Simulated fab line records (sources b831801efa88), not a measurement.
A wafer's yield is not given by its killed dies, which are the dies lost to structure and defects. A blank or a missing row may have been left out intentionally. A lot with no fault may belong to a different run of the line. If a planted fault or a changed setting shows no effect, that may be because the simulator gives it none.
8D (eight disciplines) problem report, filled in by code    flow sfq_line    the parts of the form that need people (team, actions taken, sign-off) are left out

== 1. WHAT IS WRONG ==
At SFQ_TRILAYER_I0_VIA_BARC_OPEN_VIA_ETCH_046, oes_product_au averages 0.732 a.u. over 4 wafers from 3 lots, while fault-free wafers read 0.685 a.u., standard deviation 0.0045. That puts it +10 standard deviations away from the usual mean.
The step: etches BARC in O2, target depth 125 nm, time 41.7 s.
Earliest sighting: wafer L685.3 on rie_diel-02 at day 20 19:25. At this step, 42 wafers from 15 lots have a number in the record. By rule, "out" or "out of limits" means more than 4 standard deviations away from the usual mean. The rest of the wafers with a number are treated as sound.

== 2. WHAT IT IS, AND WHAT IT ISN'T ==
question                     is                              is not
which readings at this step  oes_product_au, run_length_s    drypump_motor_current_A
which lots                   L685, L687, L688                L676, L677, L678, L679, L680, L681, L683, L684, L694, L695, L696, L698
which wafers of those lots   L685.3, L685.6, L687.3, L688.3  L687.2, L688.2
read on which tools          rie_diel-02                     rie_diel-03, rie_diel-04
when                         from day 20 19:25               up to then (24 sound wafers); but 14 sound wafers of L687, L688, L694, L695, L696, L698 came after

== 3. WHAT RULES OUT EACH SUSPECT ==
Counting: a tool at a process step up to the reading stays a suspect if it ran every lot that is out. Sound lots after the first of them don't rule it out here, since some wafers of a struck lot are sound.
- rie_diel-02 at SFQ_TRILAYER_I0_VIA_BARC_OPEN_VIA_ETCH_046 (etches BARC in O2, target depth 125 nm, time 41.7 s): kept. It processed each lot that is out (first: L685, day 20 19:25); up to then, its last sound lot is L684 (day 20 14:37). On those wafers its own readings are out: oes_product_au, run_length_s.
Remaining after the count: rie_diel-02 at SFQ_TRILAYER_I0_VIA_BARC_OPEN_VIA_ETCH_046.

== 4. THE CAUSE (what the simulator had put in) ==
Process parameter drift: rie_diel-02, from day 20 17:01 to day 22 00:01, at SFQ_TRILAYER_I0_VIA_BARC_OPEN_VIA_ETCH_046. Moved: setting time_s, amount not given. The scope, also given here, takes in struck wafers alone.
After counting, this tool was the only one left.

== 5. SEQUENCE OF EFFECTS, ordered by route ==
Rows list readings where the struck wafers' mean (over those with a number) sits beyond 3 standard deviations from the usual. Scope: only readings with a usual standard deviation given in the record; hours: median across lots of the time from each lot's start at the first step in this table that gives one to its start at this step; sigmas: change in usual standard deviations.
hours  step                                        reading         usual       on struck wafers  change  sigmas
0      SFQ_TRILAYER_I0_VIA_BARC_OPEN_VIA_ETCH_046  oes_product_au  0.685 a.u.  0.732             +0.047  +10
0      SFQ_TRILAYER_I0_VIA_BARC_OPEN_VIA_ETCH_046  run_length_s    70.3 s      66.8              -3.5    -7.3
The process steps in it:
- SFQ_TRILAYER_I0_VIA_BARC_OPEN_VIA_ETCH_046: etches BARC in O2, target depth 125 nm, time 41.7 s.

== 6. WHAT WOULD HAVE CAUGHT IT SOONER ==
In this record no reading fell out of limits until day 20 19:25, 2 hours after the fault had begun at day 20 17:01.
